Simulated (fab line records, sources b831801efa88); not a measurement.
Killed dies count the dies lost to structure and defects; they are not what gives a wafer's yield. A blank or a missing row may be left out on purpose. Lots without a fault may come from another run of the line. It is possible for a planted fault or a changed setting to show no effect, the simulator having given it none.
What tool caused it? -- flow gf180mcu -- 6 lots with 18 wafers sampled at 3 steps, on a route of 602 steps

## WHAT EACH GAUGE READ, for each wafer
GF_V3_RS_MEAS_24: measures by four-point-probe.
lot,measured,on,V3_W_RS (ohm/sq)
L323,day 23 03:07,film metro-01,0.326 0.321 0.325
L325,day 23 17:46,film metro-03,0.304 0.305 0.310
L335,day 27 00:35,film metro-03,0.323 0.326 0.331
L337,day 27 21:19,film metro-03,0.324 0.330 0.327
L339,day 28 06:21,film metro-02,0.326 0.327 0.332
L342,day 29 19:23,film metro-03,0.328 0.329 0.327

## WHICH TOOL RAN EACH LOT (tool, then ch and the chambers of the sampled wafers, then the start)
lot,GF_V3_STRIP_18,GF_V3_CVD_23
L323,"plasma asher-03 ch 0,1, day 23 02:17","cvd w-02 ch 0,1, day 23 02:59"
L325,"plasma asher-02 ch 0,1, day 23 17:00","cvd w-02 ch 0,1, day 23 17:38"
L335,"plasma asher-03 ch 0,1, day 26 23:47","cvd w-01 ch 0,1, day 27 00:28"
L337,"plasma asher-04 ch 0,1, day 27 20:32","cvd w-01 ch 0,1, day 27 21:13"
L339,"plasma asher-03 ch 0,1, day 28 05:36","cvd w-01 ch 0,1, day 28 06:14"
L342,"plasma asher-02 ch 0,1, day 29 18:36","cvd w-02 ch 0,1, day 29 19:16"
- GF_V3_STRIP_18: strips in O2/N2.
- GF_V3_CVD_23: deposits W, target thk 350 nm, time 104.9 s.

## THE ANSWER, worked out from the rows above alone
Rule: the usual values come from the lots themselves. Put in order of their means at a reading, lots are off if they are a third of the lots or fewer, leave a main group of 4 or more, and stand apart from it by a gap of 3 or more times the standard deviation of the main group's means; of several such gaps the widest counts. If all means in a main group match to the digits the tables above print for the reading, that group is not used. Also off: a lot with no number at a reading for which 4 or more lots have one. Where the step has rows for the other lots, those lots are counted as sound.
Off: L325, at GF_V3_RS_MEAS_24 (V3_W_RS). Mean 0.327 ohm/sq and standard deviation 0.0015 in the main group.
A tool fits if, at a process step before that reading, it ran every lot that is off, and no sound lot after the first of them. The gauges at GF_V3_RS_MEAS_24 are tried like those tools. Not one of the candidates tried fits.

## WHAT THE SIMULATOR PUT IN
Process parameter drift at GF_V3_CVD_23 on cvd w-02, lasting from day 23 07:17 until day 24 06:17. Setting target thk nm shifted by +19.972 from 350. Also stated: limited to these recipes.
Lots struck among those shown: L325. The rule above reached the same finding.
